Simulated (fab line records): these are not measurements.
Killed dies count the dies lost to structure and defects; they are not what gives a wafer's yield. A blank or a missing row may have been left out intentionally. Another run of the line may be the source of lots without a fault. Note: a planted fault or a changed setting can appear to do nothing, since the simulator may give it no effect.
fab line records    flow gf180mcu
record: lots: 7  wafers: 21  lastDay: 34
route steps=602 shown HV_LDD@228 NSD@235
lots that met no fault: taken from a fault-free run of the same line
startH: start of the lot's first displayed wafer, in hours after the record's first day    waitH: hours since the lot's step before    " repeats the value in the row above    L1.1+2: one row covering several wafers at once    - either no value or no given start    * or withheld: withheld    < > ~ a bound
route shown NAME@n: NAME is a module with steps in the file, n the number in the route of the first one    usual: mean/standard deviation of fault-free wafers    same: alike in all rows    chamber/n: place in a boat    sites: per-site readings    _std_site: standard deviation of those values    _edge_site: inner sites' mean taken away from outer sites' mean    radiusMm: for every site, how far away it sits from the centre of the wafer    mask NAME#n: copy n    behind: the last tool/chamber to shape the wafer    hold: why the lot was held/for how many hours/how that ended    device: the n, p or np transistor that did not switch    end of line: at the end of the route, the tests of the same wafers    a step given without rows: its recipe and nothing more    killed: dies that structure and defects cost at the first sort, which is not the same as the wafer's yield    map: dies across one wafer; x = killed, . = not, _ = none there
set.NAME: the setting the step ran with; set.NAME@STEP: the setting that earlier step ran with    model.NAME: the simulator's own value behind a step, which no gauge read
lots at some steps of the route; a table a step, a row a wafer
services: from which hour (startH, from the record's first day; less than 0 if before it) a tool's chamber was out of use, for how many hours, and why
== steps ==
step: GF_HV_LDD_RTA_52
recipe: tempC: 1000  timeS: 10  ambient: N2
usual: chamberO2Ppm: 1.997/0.022  lampPowerPct: 32.5/0.63  wafer_temp_C_max: 1004.8/0.98
lot.wafer  tool          chamber  startH  waitH  chamberO2Ppm  lampPowerPct  wafer_temp_C_max
L242.2     rtpAnneal-01  0        335.79  0.0    1.977         33.0          1004.6
L242.4     "             0        "       "      2.014         33.0          1006.6
L242.6     "             0        "       "      1.989         32.9          1005.5
L246.2     rtpAnneal-01  0        370.07  0.0    1.995         33.0          1004.9
L246.3     "             0        "       "      2.009         33.0          1003.5
L246.4     "             0        "       "      1.997         32.9          1004.2
L247.2     rtpAnneal-02  0        384.97  0.0    1.996         31.6          1004.6
L247.3     "             0        "       "      2.028         31.6          1007.0
L247.6     "             0        "       "      2.030         31.6          1004.7
L248.2     rtpAnneal-02  0        393.77  0.0    1.985         31.6          1006.7
L248.5     "             0        "       "      2.012         31.6          1004.7
L248.6     "             0        "       "      2.021         31.6          1005.7
L250.1     rtpAnneal-01  0        405.22  0.0    1.999         32.9          1004.8
L250.3     "             0        "       "      1.980         33.0          1004.2
L250.4     "             0        "       "      1.977         32.9          1004.7
L253.1     rtpAnneal-01  0        430.20  0.0    2.006         32.9          1004.6
L253.2     "             0        "       "      2.004         32.9          1005.7
L253.3     "             0        "       "      1.995         33.0          1005.1
L254.4     rtpAnneal-01  0        443.05  0.0    1.961         33.0          1004.8
L254.5     "             0        "       "      1.989         32.9          1002.8
L254.6     "             0        "       "      1.968         32.9          1004.8
step: GF_HV_LDD_RS_MEAS_53
recipe: thkMeasGauge: four-point-probe
usual: HV_LDD_RS: 418.2/0.89
lot.wafer  tool          chamber  startH  waitH  HV_LDD_RS[ohm/sq]
L242.2     filmMetro-02  -        335.86  0.1    418.5
L242.4     "             -        "       "      419.0
L242.6     "             -        "       "      419.0
L246.2     filmMetro-04  -        370.14  0.1    416.6
L246.3     "             -        "       "      416.9
L246.4     "             -        "       "      417.2
L247.2     filmMetro-04  -        385.04  0.1    417.5
L247.3     "             -        "       "      417.5
L247.6     "             -        "       "      417.9
L248.2     filmMetro-04  -        393.84  0.1    417.9
L248.5     "             -        "       "      417.8
L248.6     "             -        "       "      418.7
L250.1     filmMetro-02  -        405.29  0.1    419.9
L250.3     "             -        "       "      419.3
L250.4     "             -        "       "      419.3
L253.1     filmMetro-04  -        430.27  0.1    417.7
L253.2     "             -        "       "      418.5
L253.3     "             -        "       "      418.5
L254.4     filmMetro-04  -        443.15  0.1    418.8
L254.5     "             -        "       "      418.3
L254.6     "             -        "       "      418.9
step: GF_HV_LDD_CVD_54
recipe: material: SiO2  targetThkNm: 10  precursor: TEOS  tempC: 680  timeS: 75  pressureMtorr: 400
step: GF_HV_LDD_THK_MEAS_55
recipe: reads: SiO2_of_HV_LDD_CVD_54
usual: HV_LDD_CVD_54_THK: 9.92/0.13
lot.wafer  tool          chamber  startH  waitH  HV_LDD_CVD_54_THK[nm]
L242.2     filmMetro-02  -        336.99  0.0    9.95
L242.4     "             -        "       "      9.95
L242.6     "             -        "       "      9.86
L246.2     filmMetro-04  -        371.27  0.0    9.81
L246.3     "             -        "       "      9.65
L246.4     "             -        "       "      9.72
L247.2     filmMetro-04  -        386.17  0.0    9.89
L247.3     "             -        "       "      9.76
L247.6     "             -        "       "      9.83
L248.2     filmMetro-04  -        395.48  0.0    9.84
L248.5     "             -        "       "      9.84
L248.6     "             -        "       "      9.92
L250.1     filmMetro-03  -        406.43  0.0    10.06
L250.3     "             -        "       "      10.03
L250.4     "             -        "       "      9.94
L253.1     filmMetro-02  -        431.41  0.0    10.03
L253.2     "             -        "       "      9.99
L253.3     "             -        "       "      9.90
L254.4     filmMetro-02  -        444.26  0.0    9.90
L254.5     "             -        "       "      9.88
L254.6     "             -        "       "      10.00
step: GF_HV_LDD_CVD_56
recipe: material: Si3N4  precursor: DCS/NH3  targetThkNm: 90  tempC: 770  timeS: 1543  pressureMtorr: 250
step: GF_HV_LDD_THK_MEAS_57
recipe: reads: Si3N4_of_HV_LDD_CVD_56
usual: HV_LDD_CVD_56_THK: 89.5/0.92
lot.wafer  tool          chamber  startH  waitH  HV_LDD_CVD_56_THK[nm]
L242.2     filmMetro-04  -        338.48  0.0    89.1
L242.4     "             -        "       "      89.1
L242.6     "             -        "       "      89.0
L246.2     filmMetro-03  -        372.76  0.0    88.7
L246.3     "             -        "       "      88.6
L246.4     "             -        "       "      89.3
L247.2     filmMetro-02  -        388.38  0.0    89.6
L247.3     "             -        "       "      89.0
L247.6     "             -        "       "      89.4
L248.2     filmMetro-02  -        397.69  0.0    88.6
L248.5     "             -        "       "      88.4
L248.6     "             -        "       "      88.2
L250.1     filmMetro-03  -        407.92  0.0    90.4
L250.3     "             -        "       "      90.6
L250.4     "             -        "       "      89.8
L253.1     filmMetro-04  -        432.90  0.0    89.5
L253.2     "             -        "       "      90.0
L253.3     "             -        "       "      89.7
L254.4     filmMetro-02  -        445.75  0.0    88.0
L254.5     "             -        "       "      88.2
L254.6     "             -        "       "      89.1
step: GF_HV_LDD_ETCHBACK_58
recipe: chemistry: CH3F/O2  target: Si3N4  stopOn: SiO2  sourceW: 400  biasW: 80  pressureMtorr: 25  ch3fFlowSccm: 40  O2_flow_sccm: 30  timeS: 100  targetDepthA: 900
usual: drypumpMotorCurrentA: 5.74/0.3  oesProductAu: 0.840/0.0062  throttleValvePct: 10.560/0.0091
lot.wafer  tool        chamber  startH  waitH  drypumpMotorCurrentA  oesProductAu  rfHoursCounterH  throttleValvePct
L242.2     rieDiel-01  3        338.53  0.0    5.51                  0.840         55               10.556
L242.4     "           2        "       "      5.65                  0.835         61               10.556
L242.6     "           3        "       "      5.52                  0.843         -                10.569
L246.2     rieDiel-01  1        372.81  0.0    5.92                  0.840         11               10.545
L246.3     "           2        "       "      5.65                  0.834         61               10.572
L246.4     "           3        "       "      5.50                  0.836         56               10.549
L247.2     rieDiel-02  2        388.43  0.0    5.45                  0.839         9                10.554
L247.3     "           1        "       "      5.78                  0.838         9                10.572
L247.6     "           1        "       "      5.76                  0.835         -                10.576
L248.2     rieDiel-02  2        397.74  0.0    5.40                  0.830         9                10.563
L248.5     "           2        "       "      5.44                  0.836         -                10.564
L248.6     "           1        "       "      5.80                  0.837         -                10.563
L250.1     rieDiel-01  1        407.98  0.1    5.91                  0.845         12               10.562
L250.3     "           2        "       "      5.64                  0.849         62               10.555
L250.4     "           3        "       "      5.51                  0.840         57               10.571
L253.1     rieDiel-03  3        432.96  0.1    6.06                  0.841         72               10.556
L253.2     "           1        "       "      5.77                  0.837         107              10.568
L253.3     "           2        "       "      5.48                  0.843         1                10.558
L254.4     rieDiel-03  3        445.81  0.1    6.03                  0.830         -                10.553
L254.5     "           3        "       "      6.03                  0.833         -                10.570
L254.6     "           2        "       "      5.51                  0.846         -                10.567
step: GF_NSD_DEHYDRATE_00
recipe: tempC: 200  timeS: 60
step: GF_NSD_HMDS_01
recipe: primeTimeS: 60  primeTempC: 120
step: GF_NSD_COAT_02
recipe: resist: NOVOLAK  spinRpm: 3000  resistThkNm: 1000
step: GF_NSD_SOFTBAKE_03
recipe: tempC: 90  timeS: 60  resist: NOVOLAK
step: GF_NSD_EXPOSE_04
recipe: maskId: Nplus  targetCdNm: 400  na: 0.6  sourceShape: conventional  sigmaOuter: 0.6  doseMj: 140
step: GF_NSD_PEB_05
recipe: tempC: withheld  timeS: *  resist: NOVOLAK
usual: chillPlateTempC: *  exhaustPa: 45.0/1
lot.wafer  tool           chamber  startH  waitH  chillPlateTempC  exhaustPa
L242.2     lithoTrack-02  0        359.19  -      *                47.8
L242.4     "              0        "       "      *                46.2
L242.6     "              0        "       "      *                45.5
L246.2     lithoTrack-02  -        395.39  -      -                -
L246.3     "              -        "       "      -                -
L246.4     "              -        "       "      -                -
L247.2     lithoTrack-04  -        411.34  -      -                -
L247.3     "              -        "       "      -                -
L247.6     "              -        "       "      -                -
L248.2     lithoTrack-04  -        419.69  -      -                -
L248.5     "              -        "       "      -                -
L248.6     "              -        "       "      -                -
L250.1     lithoTrack-02  0        430.96  -      *                43.7
L250.3     "              0        "       "      *                41.3
L250.4     "              0        "       "      *                44.6
L253.1     lithoTrack-02  0        456.56  -      *                44.4
L253.2     "              0        "       "      *                45.0
L253.3     "              0        "       "      *                43.9
L254.4     lithoTrack-04  0        470.14  -      *                45.0
L254.5     "              0        "       "      *                46.2
L254.6     "              0        "       "      *                46.1
step: GF_NSD_DEVELOP_06
recipe: developTimeS: 60  devTempC: 23
== services ==
tool          chamber  startH  hours  kind
rtpAnneal-02  -        319.46  64.5   pm
rieDiel-02    2        330.13  4.4    repair
rieDiel-01    2        342.23  14.7   repair
rieDiel-03    0        355.11  -      clean
rieDiel-03    0        355.11  16.4   scheduledDown
rieDiel-03    0        355.11  16.4   ventCycle
rieDiel-03    2        396.59  -      clean
rieDiel-03    2        396.59  15.2   scheduledDown
rieDiel-03    2        396.59  15.2   ventCycle
rieDiel-01    3        423.86  2.5    repair
rieDiel-03    1        438.63  -      clean
rieDiel-03    1        438.63  27.5   scheduledDown
rieDiel-03    1        438.63  27.5   ventCycle
rieDiel-03    0        443.75  13.0   repair
rieDiel-03    2        444.16  1.5    repair
rieDiel-01    0        455.11  -      clean
rieDiel-01    0        455.11  19.2   scheduledDown
rieDiel-01    0        455.11  19.2   ventCycle
== key ==
firstSign: step: GF_NSD_PEB_05  reading: toolRecord  direction: missing
effect none on later readings
metAt GF_NSD_PEB_05
struckWafers L246.2,L246.3,L246.4,L247.2,L247.3,L247.6,L248.2,L248.5,L248.6
sortLeftOut L246.2,L246.3,L246.4,L247.2,L247.3,L247.6,L248.2,L248.5,L248.6
testerLeftOut L246,L247,L248
onsetBetween 359.19 395.39
fault: kind: skippedStepWhole  tool: lithoTrack-02,lithoTrack-04  chamber: -  onsetH: 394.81  steps: GF_NSD_PEB_05  scope: struckLotsOnly
testerLeftOut: of these lots the tester's yield and bins aren't shown, on N5 and GAA mostly nor the transistor test; their killed dies are dies lost to structure and defects alone, not to doping, threshold or leakage, so they don't give the yield
sortLeftOut: the simulated sort isn't trusted on such a fault, so these wafers' sort isn't shown, and their yield isn't known
